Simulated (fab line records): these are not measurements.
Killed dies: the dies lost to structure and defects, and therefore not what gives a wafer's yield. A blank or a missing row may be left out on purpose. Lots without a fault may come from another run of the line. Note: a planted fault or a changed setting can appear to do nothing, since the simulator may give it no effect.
fab line records + flow sfq-line
[record]
- lots = 7
- wafers = 21
- last-day = 94
route steps=325 shown M6@252
lots that met no fault: from a run of the same line without faults
start-h: hours from the record's first day to the start of the lot's first wafer shown + wait-h: hours since the lot's step before + " unchanged from the row above + L1.1+2: one row covering several wafers at once + - value missing, or start not given + * or withheld: withheld + < > ~ a bound
route shown NAME@n: names a module that has steps shown in the file, with the first one's number in the route + usual: mean/standard deviation taken from wafers without a fault + same: alike in all rows + chamber/n: place in a boat + sites: the reading at each site + _std_site: the standard deviation of these + _edge_site: inner sites' mean taken away from outer sites' mean + radius-mm: for every site, how far away it sits from the centre of the wafer + mask NAME#n: copy n + behind: the tool/chamber that last shaped the wafer + hold: what put the lot on hold/how long, in hours/how the hold closed + device: whichever transistor did not switch (one of n, p or np) + end of line: the tests these same wafers got at the end of their route + a step given without rows: its recipe and nothing more + killed: not the wafer's yield, but the dies lost to structure and defects at the first sort + map: dies across one wafer; x = killed, . = not, _ = none there
set.NAME: the setting that was run; set.NAME@STEP: the one run at that earlier step + model.NAME: the simulator's own value behind a step, which no gauge read
certain route steps with their lots: each step a table, each wafer a row
services: a tool's chamber out of use, with start hour (start-h, from the record's first day; less than 0 if before it), hours out, and reason
[[steps]]
[step SFQ_TRILAYER_M6_DEP_SPUTTER_157]
[recipe]
- material = Nb
- base-pressure-pa = 1.33e-06
- chamber-pressure-pa = 0.1333
- substrate-temp-c = 20
- target-thk-nm = 200
- power-w = 2000
- time-s = 133.3
[usual]
- throttle-valve-pct = 29.4/1.2
| lot.wafer | tool           | chamber | start-h | wait-h | throttle-valve-pct |
|-----------|----------------|---------|---------|--------|--------------------|
| L100.2    | pvd-sputter-06 | -       | 1669.40 | 0.0    | 30.6               |
| L100.5    | "              | -       | "       | "      | 29.4               |
| L100.6    | "              | -       | "       | "      | 30.5               |
| L106.1    | pvd-sputter-06 | -       | 1711.32 | 0.0    | 29.5               |
| L106.3    | "              | -       | "       | "      | 30.6               |
| L106.4    | "              | -       | "       | "      | 29.7               |
| L108.1    | pvd-sputter-06 | -       | 1730.17 | 0.0    | 29.8               |
| L108.5    | "              | -       | "       | "      | 29.6               |
| L108.6    | "              | -       | "       | "      | 29.2               |
| L111.3    | pvd-sputter-06 | -       | 1738.63 | 0.0    | 29.0               |
| L111.4    | "              | -       | "       | "      | 29.7               |
| L111.6    | "              | -       | "       | "      | 29.6               |
| L114.1    | pvd-sputter-06 | -       | 1775.42 | 0.0    | 29.4               |
| L114.2    | "              | -       | "       | "      | 29.1               |
| L114.3    | "              | -       | "       | "      | 30.2               |
| L115.3    | pvd-sputter-03 | -       | 1808.12 | 0.0    | 30.8               |
| L115.4    | "              | -       | "       | "      | 31.7               |
| L115.5    | "              | -       | "       | "      | 29.2               |
| L120.3    | pvd-sputter-06 | -       | 1869.84 | 0.0    | 29.8               |
| L120.5    | "              | -       | "       | "      | 29.6               |
| L120.6    | "              | -       | "       | "      | 30.5               |
[step SFQ_M6_RS_MEAS_938]
[recipe]
- thk-meas-gauge = four-point-probe
- reads = Nb_of_TRILAYER_M6_DEP_SPUTTER_157
[usual]
- M6_NB_RS = 0.890/0.012
| lot.wafer | tool          | chamber | start-h | wait-h | M6_NB_RS[ohm/sq] |
|-----------|---------------|---------|---------|--------|------------------|
| L100.2    | film-metro-03 | -       | 1669.51 | 0.1    | 0.889            |
| L100.5    | "             | -       | "       | "      | 0.883            |
| L100.6    | "             | -       | "       | "      | 0.886            |
| L106.1    | film-metro-04 | -       | 1711.41 | 0.0    | 0.885            |
| L106.3    | "             | -       | "       | "      | 0.894            |
| L106.4    | "             | -       | "       | "      | 0.888            |
| L108.1    | film-metro-03 | -       | 1730.26 | 0.0    | 0.904            |
| L108.5    | "             | -       | "       | "      | 0.913            |
| L108.6    | "             | -       | "       | "      | 0.885            |
| L111.3    | film-metro-03 | -       | 1738.76 | 0.1    | 0.864            |
| L111.4    | "             | -       | "       | "      | 0.883            |
| L111.6    | "             | -       | "       | "      | 0.890            |
| L114.1    | film-metro-04 | -       | 1775.51 | 0.0    | 0.897            |
| L114.2    | "             | -       | "       | "      | 0.875            |
| L114.3    | "             | -       | "       | "      | 0.906            |
| L115.3    | film-metro-01 | -       | 1808.25 | 0.1    | 0.896            |
| L115.4    | "             | -       | "       | "      | 0.880            |
| L115.5    | "             | -       | "       | "      | 0.876            |
| L120.3    | film-metro-01 | -       | 1869.97 | 0.1    | 0.877            |
| L120.5    | "             | -       | "       | "      | 0.885            |
| L120.6    | "             | -       | "       | "      | 0.896            |
[step SFQ_TRILAYER_M6_LITHO_COAT_164]
[recipe]
- resist = BARC
- spin-rpm = 3000
- resist-thk-nm = 62
[step SFQ_TRILAYER_M6_LITHO_COAT_159]
[recipe]
- resist = KrF
- spin-rpm = 3000
- resist-thk-nm = 600
[step SFQ_TRILAYER_M6_LITHO_SOFTBAKE_163]
[recipe]
- temp-c = withheld
- time-s = withheld
- resist = KrF
[step SFQ_TRILAYER_M6_LITHO_EXPOSE_160]
[recipe]
- mask-id = M6
- na = 0.6
- source-shape = conventional
- sigma-outer = 0.65
- target-cd-nm = 500
- dose-mj = 14.4
[step SFQ_TRILAYER_M6_LITHO_PEB_162]
[recipe]
- peb-temp-c = 115
- peb-time-s = 60
- resist = KrF
[step SFQ_TRILAYER_M6_LITHO_DEVELOP_161]
[recipe]
- time-s = 60
- resist = KrF
[step SFQ_M6_OVL_MEAS_940]
[usual]
- M6_OVL = 2/5.8
| lot.wafer | tool       | chamber | start-h | wait-h | M6_OVL[nm] |
|-----------|------------|---------|---------|--------|------------|
| L100.2    | overlay-02 | -       | 1779.30 | 0.1    | 6          |
| L100.5    | "          | -       | "       | "      | 5          |
| L100.6    | "          | -       | "       | "      | 5          |
| L106.1    | overlay-02 | -       | 1823.82 | 0.1    | 3          |
| L106.3    | "          | -       | "       | "      | -3         |
| L106.4    | "          | -       | "       | "      | 1          |
| L108.1    | overlay-02 | -       | 1852.85 | 0.1    | 13         |
| L108.5    | "          | -       | "       | "      | 7          |
| L108.6    | "          | -       | "       | "      | 10         |
| L111.3    | overlay-02 | -       | 1856.59 | 0.1    | 13         |
| L111.4    | "          | -       | "       | "      | 8          |
| L111.6    | "          | -       | "       | "      | 6          |
| L114.1    | overlay-02 | -       | 1860.18 | 0.1    | 1          |
| L114.2    | "          | -       | "       | "      | 1          |
| L114.3    | "          | -       | "       | "      | -3         |
| L115.3    | overlay-02 | -       | 1861.39 | 0.1    | 9          |
| L115.4    | "          | -       | "       | "      | 9          |
| L115.5    | "          | -       | "       | "      | 6          |
| L120.3    | overlay-02 | -       | 1973.60 | 0.1    | 0          |
| L120.5    | "          | -       | "       | "      | 2          |
| L120.6    | "          | -       | "       | "      | 4          |
[step SFQ_TRILAYER_M6_BARC_OPEN_METAL_ETCH_206]
[recipe]
- mask-material = PR
- chemistry = O2
- target-depth-nm = 125
- target = BARC
- icp-w = 600
- bias-w = 80
- pressure-mtorr = 10
- time-s = 41.7
[usual]
- bias-w = 80.01/0.24
- drypump-motor-current-A = 5.9/0.52
- oes-product-au = 0.685/0.0042
| lot.wafer | tool         | chamber | start-h | wait-h | bias-w | drypump-motor-current-A | oes-product-au | rf-hours-counter-h |
|-----------|--------------|---------|---------|--------|--------|-------------------------|----------------|--------------------|
| L100.2    | rie-metal-02 | 0       | 1779.33 | 0.0    | 79.79  | 6.3                     | 0.682          | 92                 |
| L100.5    | "            | 1       | "       | "      | 80.15  | 5.9                     | 0.686          | -                  |
| L100.6    | "            | 0       | "       | "      | 79.82  | 6.3                     | 0.682          | -                  |
| L106.1    | rie-metal-04 | 1       | 1823.85 | 0.0    | 79.88  | 5.6                     | 0.681          | 4                  |
| L106.3    | "            | 1       | "       | "      | 79.78  | 5.7                     | 0.686          | -                  |
| L106.4    | "            | 1       | "       | "      | 79.97  | 5.7                     | 0.687          | -                  |
| L108.1    | rie-metal-04 | 0       | 1852.89 | 0.0    | 79.92  | 6.2                     | 0.688          | 64                 |
| L108.5    | "            | 0       | "       | "      | 80.03  | 6.2                     | 0.689          | -                  |
| L108.6    | "            | 1       | "       | "      | 80.08  | 5.7                     | 0.679          | -                  |
| L111.3    | rie-metal-04 | 1       | 1856.63 | 0.0    | 79.82  | 5.7                     | 0.686          | -                  |
| L111.4    | "            | 0       | "       | "      | 80.09  | 6.1                     | 0.679          | -                  |
| L111.6    | "            | 1       | "       | "      | 80.26  | 5.7                     | 0.681          | -                  |
| L114.1    | rie-metal-04 | 1       | 1860.21 | 0.0    | 79.73  | 5.7                     | 0.691          | 14                 |
| L114.2    | "            | 0       | "       | "      | 79.57  | 6.1                     | 0.681          | 67                 |
| L114.3    | "            | 0       | "       | "      | 80.10  | 6.2                     | 0.687          | -                  |
| L115.3    | rie-metal-02 | 0       | 1861.43 | 0.0    | 80.16  | 6.3                     | 0.692          | -                  |
| L115.4    | "            | 1       | "       | "      | 80.07  | 5.8                     | 0.683          | -                  |
| L115.5    | "            | 0       | "       | "      | 80.04  | 6.3                     | 0.682          | -                  |
| L120.3    | rie-metal-02 | 0       | 1973.67 | 0.1    | 79.68  | 6.3                     | 0.686          | -                  |
| L120.5    | "            | 0       | "       | "      | 79.79  | 6.3                     | 0.689          | -                  |
| L120.6    | "            | 0       | "       | "      | 79.99  | 6.3                     | 0.677          | -                  |
[step SFQ_TRILAYER_M6_ETCH_METAL_ETCH_162]
[recipe]
- target = Nb
- stop-on = SiO2
- mask-material = PR
- chemistry = Cl2/Ar
- target-depth-nm = 240
- icp-w = 600
- bias-w = 80
- pressure-mtorr = 10
- time-s = 120
[usual]
- bias-w = 80.00/0.24
- drypump-motor-current-A = 5.9/0.52
- oes-product-au = 0.894/0.0083
| lot.wafer | tool         | chamber | start-h | wait-h | bias-w | drypump-motor-current-A | oes-product-au | rf-hours-counter-h |
|-----------|--------------|---------|---------|--------|--------|-------------------------|----------------|--------------------|
| L100.2    | rie-metal-02 | 0       | 1779.39 | 0.0    | 79.86  | 6.3                     | 0.894          | 92                 |
| L100.5    | "            | 1       | "       | "      | 80.04  | 5.8                     | 0.902          | -                  |
| L100.6    | "            | 0       | "       | "      | 80.09  | 6.3                     | 0.891          | -                  |
| L106.1    | rie-metal-04 | 1       | 1823.97 | 0.1    | 80.25  | 5.7                     | 0.904          | 4                  |
| L106.3    | "            | 1       | "       | "      | 80.63  | 5.7                     | 0.884          | -                  |
| L106.4    | "            | 1       | "       | "      | 80.34  | 5.7                     | 0.900          | -                  |
| L108.1    | rie-metal-04 | 0       | 1852.95 | 0.0    | 79.90  | 6.2                     | 0.888          | 64                 |
| L108.5    | "            | 0       | "       | "      | 80.02  | 6.2                     | 0.877          | -                  |
| L108.6    | "            | 1       | "       | "      | 80.16  | 5.7                     | 0.898          | -                  |
| L111.3    | rie-metal-04 | 1       | 1856.71 | 0.1    | 79.82  | 5.7                     | 0.905          | -                  |
| L111.4    | "            | 0       | "       | "      | 79.89  | 6.2                     | 0.906          | -                  |
| L111.6    | "            | 1       | "       | "      | 80.21  | 5.7                     | 0.900          | -                  |
| L114.1    | rie-metal-04 | 1       | 1860.27 | 0.0    | 79.72  | 5.7                     | 0.884          | 14                 |
| L114.2    | "            | 0       | "       | "      | 80.00  | 6.2                     | 0.911          | 67                 |
| L114.3    | "            | 0       | "       | "      | 80.04  | 6.2                     | 0.886          | -                  |
| L115.3    | rie-metal-02 | 0       | 1861.51 | 0.1    | 79.64  | 6.3                     | 0.897          | -                  |
| L115.4    | "            | 1       | "       | "      | 80.04  | 5.8                     | 0.895          | -                  |
| L115.5    | "            | 0       | "       | "      | 79.92  | 6.3                     | 0.904          | -                  |
| L120.3    | rie-metal-02 | 0       | 1973.83 | 0.1    | 80.24  | 6.3                     | 0.899          | -                  |
| L120.5    | "            | 0       | "       | "      | 79.75  | 6.3                     | 0.901          | -                  |
| L120.6    | "            | 0       | "       | "      | 80.11  | 6.3                     | 0.895          | -                  |
[step SFQ_TRILAYER_M6_STRIP_STRIP_163]
[recipe]
- gas = O2
- power-w = 200
- platen-temp-c = 40
- overash-fraction = 0.65
- chemistry = O2
- pressure-mtorr = 50
[usual]
- drypump-motor-current-A = 5.9/0.52
- oes-product-au = 1.002/0.014
- overash-fraction = 0.65/0
| lot.wafer | tool         | chamber | start-h | wait-h | drypump-motor-current-A | oes-product-au | overash-fraction | rf-hours-counter-h |
|-----------|--------------|---------|---------|--------|-------------------------|----------------|------------------|--------------------|
| L100.2    | rie-metal-02 | 0       | 1779.51 | 0.1    | 6.3                     | 0.972          | 0.65             | 92                 |
| L100.5    | "            | 1       | "       | "      | 5.9                     | 1.007          | 0.65             | -                  |
| L100.6    | "            | 0       | "       | "      | 6.3                     | 0.978          | 0.65             | -                  |
| L106.1    | rie-metal-04 | 1       | 1824.22 | 0.2    | 5.7                     | 1.010          | 0.65             | 5                  |
| L106.3    | "            | 1       | "       | "      | 5.7                     | 1.019          | 0.65             | -                  |
| L106.4    | "            | 1       | "       | "      | 5.7                     | 1.018          | 0.65             | -                  |
| L108.1    | rie-metal-04 | 0       | 1853.07 | 0.1    | 6.2                     | 1.000          | 0.65             | 65                 |
| L108.5    | "            | 0       | "       | "      | 6.2                     | 0.999          | 0.65             | -                  |
| L108.6    | "            | 1       | "       | "      | 5.7                     | 1.021          | 0.39             | -                  |
| L111.3    | rie-metal-04 | 1       | 1857.00 | 0.2    | 5.7                     | 1.016          | 0.39             | -                  |
| L111.4    | "            | 0       | "       | "      | 6.2                     | 1.012          | 0.65             | -                  |
| L111.6    | "            | 1       | "       | "      | 5.7                     | 1.023          | 0.39             | -                  |
| L114.1    | rie-metal-04 | 1       | 1860.40 | 0.1    | 5.7                     | 1.016          | 0.39             | 14                 |
| L114.2    | "            | 0       | "       | "      | 6.1                     | 0.998          | 0.65             | 67                 |
| L114.3    | "            | 0       | "       | "      | 6.2                     | 0.996          | 0.65             | -                  |
| L115.3    | rie-metal-02 | 0       | 1861.80 | 0.2    | 6.3                     | 1.001          | 0.65             | -                  |
| L115.4    | "            | 1       | "       | "      | 5.8                     | 1.013          | 0.65             | -                  |
| L115.5    | "            | 0       | "       | "      | 6.4                     | 0.998          | 0.65             | -                  |
| L120.3    | rie-metal-02 | 0       | 1974.40 | 0.5    | 6.3                     | 0.988          | 0.65             | -                  |
| L120.5    | "            | 0       | "       | "      | 6.3                     | 0.993          | 0.65             | -                  |
| L120.6    | "            | 0       | "       | "      | 6.3                     | 0.988          | 0.65             | -                  |
[step SFQ_TRILAYER_M6_STRIP_SOLV_CLEAN_164]
[recipe]
- chemistry = NMP
- temp-c = 70
- time-s = 600
[[services]]
| tool           | chamber | start-h | hours | kind                          |
|----------------|---------|---------|-------|-------------------------------|
| pvd-sputter-03 | -       | 1657.31 | 2.3   | repair                        |
| pvd-sputter-03 | -       | 1666.57 | 5.1   | repair                        |
| pvd-sputter-03 | -       | 1740.96 | 2.6   | repair                        |
| rie-metal-04   | 1       | 1777.67 | -     | clean                         |
| rie-metal-04   | 1       | 1777.67 | -     | consumable-replace:focus-ring |
| rie-metal-04   | 1       | 1777.67 | 19.2  | scheduled-down                |
| rie-metal-04   | 1       | 1777.67 | 19.2  | vent-cycle                    |
| pvd-sputter-03 | -       | 1804.13 | 0.8   | repair                        |
| pvd-sputter-03 | -       | 1812.31 | 2.8   | repair                        |
| pvd-sputter-03 | -       | 1813.50 | 1.4   | repair                        |
| rie-metal-04   | 0       | 1818.42 | 28.3  | repair                        |
| rie-metal-02   | 1       | 1824.40 | 6.9   | repair                        |
| pvd-sputter-06 | -       | 1842.71 | 4.8   | repair                        |
| pvd-sputter-06 | -       | 1954.48 | 1.3   | repair                        |
| rie-metal-02   | 1       | 1961.17 | -     | clean                         |
| rie-metal-02   | 1       | 1961.17 | -     | consumable-replace:focus-ring |
| rie-metal-02   | 1       | 1961.17 | 21.2  | scheduled-down                |
| rie-metal-02   | 1       | 1961.17 | 21.2  | vent-cycle                    |
| pvd-sputter-06 | -       | 1974.78 | 0.8   | repair                        |
[[key]]
[first-sign]
- step = SFQ_TRILAYER_M6_STRIP_STRIP_163
- reading = overash-fraction
- direction = down
- sigmas = 99+
- usual = 0.65
- struck = 0.39
effect none on later readings
met-at SFQ_TRILAYER_M6_STRIP_STRIP_163
struck-wafers L108.6,L111.3,L111.6,L114.1
onset-between 1824.22 1853.07
[fault]
- kind = process-parameter-drift
- tool = rie-metal-04
- chamber = 1
- onset-h = 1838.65
- steps = SFQ_TRILAYER_M6_STRIP_STRIP_163
- channel = overash-fraction
- offset = -0.26
- shape = step
- end-h = 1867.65
- acts-in = these-recipes-only
- stated = 0.65
